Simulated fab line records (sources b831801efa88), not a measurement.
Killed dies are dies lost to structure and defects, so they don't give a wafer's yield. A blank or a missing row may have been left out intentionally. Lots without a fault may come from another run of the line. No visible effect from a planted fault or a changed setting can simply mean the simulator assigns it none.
Matching of chambers + flow gf180mcu + 4 sister chambers for GF_CONTACT_CMP_27 on cmp-02
The step polishes, stops on SiO2, t overpolish 15 s, target thk 0 nm. 14 wafers are shown with their chamber, then 6 later ones without.

## WAFERS WITH THEIR CHAMBER
| wafer  | chamber | motor-current-A (A) | time-to-endpoint-s (s) | slurry-flow-ml-min |
|--------|---------|---------------------|------------------------|--------------------|
| L891.1 | 2       | 13.6                | 69                     | 149.2              |
| L891.4 | 1       | 9.7                 | 71                     | 150.6              |
| L891.6 | 2       | 13.6                | 70                     | 149.4              |
| L895.4 | 2       | 14.0                | 73                     | 150.0              |
| L895.5 | 2       | 13.3                | 67                     | 150.1              |
| L895.6 | 1       | 10.0                | 77                     | 149.7              |
| L900.2 | 3       | 11.0                | 71                     | 149.7              |
| L900.4 | 0       | 12.2                | 70                     | 149.7              |
| L900.5 | 2       | 13.9                | 69                     | 150.2              |
| L902.1 | 0       | 12.2                | 73                     | 149.8              |
| L902.4 | 3       | 11.4                | 71                     | 150.9              |
| L902.6 | 3       | 10.8                | 74                     | 150.6              |
| L904.1 | 2       | 13.3                | 69                     | 149.4              |
| L904.2 | 1       | 9.9                 | 73                     | 149.6              |

SIGNATURES (averages over the wafers above)
| reading            | chamber 0 | chamber 1 | chamber 2 | chamber 3 | scatter within a chamber |
|--------------------|-----------|-----------|-----------|-----------|--------------------------|
| motor-current-A    | 12.200    | 9.867     | 13.617    | 11.067    | 0.257                    |
| time-to-endpoint-s | 71.50     | 73.67     | 69.50     | 72.00     | 2.21                     |
| slurry-flow-ml-min | 149.750   | 149.967   | 149.717   | 150.400   | 0.482                    |
Rule: for a wafer and a chamber, the distance is found by dividing, reading by reading, the gap between the wafer's reading and the chamber's mean by the reading's scatter, squaring, summing and taking the root. If the next closest chamber is less than 2 further off than the closest, the wafer can't be placed; otherwise it belongs to the closest. The scatter is the square root of a quotient: the sum, over the shown wafers, of each reading's squared deviation from its chamber's mean, divided by wafers minus chambers.

## WAFERS WITH NO CHAMBER GIVEN
| wafer  | motor-current-A (A) | time-to-endpoint-s (s) | slurry-flow-ml-min |
|--------|---------------------|------------------------|--------------------|
| L904.4 | 11.9                | 74                     | 149.7              |
| L911.1 | 11.1                | 76                     | 149.9              |
| L911.2 | 11.8                | 64                     | 150.1              |
| L911.3 | 13.9                | 75                     | 150.2              |
| L912.2 | 9.8                 | 62                     | 150.1              |
| L912.6 | 11.7                | 60                     | 150.0              |

## THE CHAMBER EACH PASSED THROUGH
| wafer  | from the rows above     | in truth |
|--------|-------------------------|----------|
| L904.4 | 0                       | 0        |
| L911.1 | 3                       | 3        |
| L911.2 | can't be placed: 0 or 3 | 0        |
| L911.3 | 2                       | 2        |
| L912.2 | can't be placed: 1 or 3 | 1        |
| L912.6 | can't be placed: 0 or 3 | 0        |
Correct placement for 3 of the 6. From these rows, 3 cannot be placed; in 3 the true chamber is one of the candidates. 0 placed wrongly.
